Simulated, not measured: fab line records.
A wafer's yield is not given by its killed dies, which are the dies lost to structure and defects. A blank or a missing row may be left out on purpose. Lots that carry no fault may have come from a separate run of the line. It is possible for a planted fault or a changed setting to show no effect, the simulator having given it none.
What tool caused it? ; flow gf180mcu ; 18 wafers from 6 lots sampled at 2 of the route's 602 steps

== WHAT EACH GAUGE READ, for each wafer ==
GF_LVPWELL_TW_MEAS_11.
lot;measured;on;LVPWELL_TW
L775;day 4 07:58;film-metro-02;560 564 561
L780;day 5 11:28;film-metro-03;558 561 560
L787;day 7 05:07;film-metro-03;801 800 802
L789;day 7 15:29;film-metro-02;563 564 566
L791;day 8 01:14;film-metro-02;568 566 564
L794;day 8 18:02;film-metro-03;556 554 553

== TOOL THAT RAN EACH LOT (tool first, then ch and the chambers of the sampled wafers, then the start) ==
lot;GF_LVPWELL_IMPLANT_08
L775;implanter-01 ch 0, day 4 07:34
L780;implanter-03 ch 0, day 5 11:02
L787;implanter-01 ch 0, day 7 04:45
L789;implanter-02 ch 0, day 7 15:06
L791;implanter-03 ch 0, day 8 00:50
L794;implanter-02 ch 0, day 8 17:39
- GF_LVPWELL_IMPLANT_08

== THE ANSWER, worked out from the rows above alone ==
Rule: the lots themselves supply what counts as usual. The widest of any qualifying gaps counts: lots, ordered by their means at a reading, are off when they make up no more than a third of the lots, leave a main group of 4 or more, and stand apart from it by 3 or more times the standard deviation of that group's means. A main group whose means are all the same, to the digits that the tables above print for the reading, isn't used. Also off: a lot with no number at a reading for which 4 or more lots have one. The other lots that the step has rows for count as sound.
Off: L787, at GF_LVPWELL_TW_MEAS_11 (LVPWELL_TW). The main group has a mean of 561 with a standard deviation of 4.1.
A tool fits if, at a process step before that reading, it ran every lot that is off, and no sound lot after the first of them. The gauges at GF_LVPWELL_TW_MEAS_11 are tried like those tools. One fits: implanter-01 at GF_LVPWELL_IMPLANT_08. A fault onset in the window from L775 (day 4 07:34, its last sound lot) to L787 (day 7 04:45, its first lot off) fits.

== WHAT THE SIMULATOR HAD INSERTED ==
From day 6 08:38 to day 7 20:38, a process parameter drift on implanter-01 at GF_LVPWELL_IMPLANT_08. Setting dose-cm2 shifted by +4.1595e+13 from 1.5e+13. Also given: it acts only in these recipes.
Shown lots that were struck: L787. The rule above found the same.
